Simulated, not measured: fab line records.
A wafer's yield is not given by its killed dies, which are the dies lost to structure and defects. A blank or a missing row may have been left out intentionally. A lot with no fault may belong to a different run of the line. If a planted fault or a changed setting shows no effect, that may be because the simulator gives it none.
Which tool was responsible?    flow sky130    14 lots, 41 wafers sampled, at 4 steps of a route of 708

== WHAT EACH GAUGE READ, for each wafer ==
SKY_LOCAL_INTERCONNECT_CD_MEAS_11 targets a cd of 170 nm. Usual: cd-nm at 169.9 nm, with a standard deviation of 1.4.
lot   measured      on         cd-nm (nm)         flag
L346  day 31 03:30  cd-sem-02  169.6 170.1 169.0  
L348  day 31 12:26  cd-sem-02  169.1 169.4 168.8  
L347  day 31 17:12  cd-sem-01  170.4 170.9 170.6  
L349  day 31 22:40  cd-sem-01  171.4 170.9 170.3  
L350  day 32 06:01  cd-sem-01  171.4 170.2 170.3  
L351  day 32 09:39  cd-sem-01  173.7 173.0 172.0  
L355  day 33 14:29  cd-sem-02  169.2 170.2 169.2  
L356  day 33 22:35  cd-sem-01  171.0 170.9 171.3  
L358  day 34 19:53  cd-sem-01  168.5 171.1 170.9  
L361  day 35 17:32  cd-sem-02  171.0 170.4 171.1  
L369  day 37 17:49  cd-sem-01  168.7 169.9        

SKY_METAL1_CD_MEAS_15 targets a cd of 140 nm. Usual: cd-nm at 139.8 nm, with a standard deviation of 1.9.
lot   measured      on         cd-nm (nm)         flag
L346  day 33 13:04  cd-sem-01  142.4 141.3 140.8  
L348  day 33 21:25  cd-sem-02  140.4 140.8 140.3  
L347  day 34 03:00  cd-sem-02  136.1 135.5 136.2  
L349  day 34 08:13  cd-sem-01  140.4 139.3 139.8  
L350  day 34 16:37  cd-sem-02  140.7 141.8 141.3  
L351  day 34 18:40  cd-sem-01  139.4 140.6 139.2  
L355  day 35 22:20  cd-sem-02  141.1 139.9 140.6  
L356  day 36 07:17  cd-sem-01  141.1 140.6 141.9  
L358  day 37 03:07  cd-sem-02  139.5 138.4 137.6  
L361  day 38 01:37  cd-sem-02  139.0 138.5 138.5  
L369  day 39 23:36  cd-sem-01  141.4 141.6        

== WHICH TOOL RAN EACH LOT (tool, then ch and the chambers of the sampled wafers, then the start) ==
lot   SKY_LI_CONTACT_STRIP_16               SKY_LOCAL_INTERCONNECT_SPUTTER_00
L346  plasma-asher-02 ch 0,1, day 29 23:41  pvd-sputter-02, day 30 00:44
L348  plasma-asher-02 ch 0,1, day 30 07:44  pvd-sputter-04, day 30 09:02
L347  plasma-asher-02 ch 0, day 30 12:19    pvd-sputter-01, day 30 13:32
L349  plasma-asher-03 ch 0,1, day 30 18:14  pvd-sputter-04, day 30 19:14
L350  plasma-asher-02 ch 0,1, day 31 01:18  pvd-sputter-01, day 31 02:18
L351  plasma-asher-02 ch 0, day 31 04:41    pvd-sputter-01, day 31 05:44
L355  plasma-asher-01 ch 0,1, day 32 11:04  pvd-sputter-01, day 32 12:06
L356  plasma-asher-01 ch 0,1, day 32 18:17  pvd-sputter-04, day 32 19:21
L358  plasma-asher-01 ch 0,1, day 33 15:31  pvd-sputter-04, day 33 16:31
L361  plasma-asher-03 ch 0,1, day 34 14:11  pvd-sputter-01, day 34 15:11
L363  plasma-asher-01 ch 0,1, day 35 01:55  -
L364  plasma-asher-03 ch 0,1, day 35 12:35  -
L365  plasma-asher-03 ch 0,1, day 35 22:58  -
L369  plasma-asher-02 ch 1, day 36 14:44    pvd-sputter-01, day 36 15:45
- SKY_LI_CONTACT_STRIP_16: strips in O2/N2.
- SKY_LOCAL_INTERCONNECT_SPUTTER_00: material TiN, target thk 100 nm, time 83.3 s.

== AS READ BY THE TOOLS THEMSELVES (means over the sampled wafers that have a number; for cases with no such wafer, the mark the record gives instead) ==
SKY_LI_CONTACT_STRIP_16. Usual: chamber-pressure-mTorr 1500.0 mTorr, standard deviation 1.2; drypump-motor-current-A 5.9 A, standard deviation 0.42; n2-flow-sccm 300.0 sccm, standard deviation 0.89; oes-product-au 0.377 a.u., standard deviation 0.0049; strip-time-to-endpoint-s 3.52 s, standard deviation 0.032.
lot   tool             chamber-pressure-mTorr (mTorr)  drypump-motor-current-A (A)  n2-flow-sccm (sccm)  oes-product-au (a.u.)  strip-time-to-endpoint-s (s)  flag
L346  plasma-asher-02  1500.3                          6.3                          299.7                0.373                  3.52                          
L348  plasma-asher-02  1500.1                          6.3                          300.0                0.379                  3.54                          
L347  plasma-asher-02  1499.9                          6.0                          299.8                0.380                  3.55                          
L349  plasma-asher-03  1500.5                          5.4                          301.5                0.373                  3.50                          
L350  plasma-asher-02  1500.1                          6.3                          299.7                0.376                  3.56                          
L351  plasma-asher-02  1500.8                          6.0                          299.7                0.380                  3.54                          
L355  plasma-asher-01  1499.9                          5.7                          298.7                0.381                  3.57                          
L356  plasma-asher-01  1499.8                          5.7                          299.4                0.378                  3.54                          
L358  plasma-asher-01  1499.4                          5.6                          300.0                0.380                  3.54                          
L361  plasma-asher-03  1499.8                          5.4                          300.4                0.377                  3.51                          
L363  plasma-asher-01  -                               -                            -                    -                      -                             OFF
L364  plasma-asher-03  -                               -                            -                    -                      -                             OFF
L365  plasma-asher-03  -                               -                            -                    -                      -                             OFF
L369  plasma-asher-02  1499.3                          6.5                          299.4                0.376                  3.50                          

SKY_LOCAL_INTERCONNECT_SPUTTER_00. Usual: substrate-temp-c 300.02 C, standard deviation 0.18; throttle-valve-pct 30.1 %, standard deviation 1.1.
lot   tool            substrate-temp-c (C)  throttle-valve-pct (%)  flag
L346  pvd-sputter-02  300.18                29.4                    
L348  pvd-sputter-04  299.98                31.0                    
L347  pvd-sputter-01  300.10                30.5                    
L349  pvd-sputter-04  300.04                30.4                    
L350  pvd-sputter-01  300.18                29.4                    
L351  pvd-sputter-01  300.07                30.4                    
L355  pvd-sputter-01  299.92                30.0                    
L356  pvd-sputter-04  299.77                31.2                    
L358  pvd-sputter-04  300.00                30.3                    
L361  pvd-sputter-01  299.87                30.2                    
L369  pvd-sputter-01  300.06                29.7                    

== THE ANSWER, worked out from the rows above alone ==
Rule: a lot is off if the mean of its wafers that have a number lies more than 3 standard deviations from the usual mean. A lot without any number at a reading at which 4 lots or more have one is off too. Any other lot the step has rows for is counted as sound. The gauges are gone through in route order, then the tools' own readings, and for those a lot's mean is taken as printed above. At the first step where some lot is off, the reading lying furthest off is the one used; lots without a number count as furthest.
Off at SKY_LI_CONTACT_STRIP_16 (chamber-pressure-mTorr): L363, L364, L365. Without a number there: L363, L364, L365.
A tool fits if, at that step or a process step before it, it ran every lot that is off, and no sound lot after the first of them. Of those tried, none fits.

== WHAT HAD BEEN PUT IN BY THE SIMULATOR ==
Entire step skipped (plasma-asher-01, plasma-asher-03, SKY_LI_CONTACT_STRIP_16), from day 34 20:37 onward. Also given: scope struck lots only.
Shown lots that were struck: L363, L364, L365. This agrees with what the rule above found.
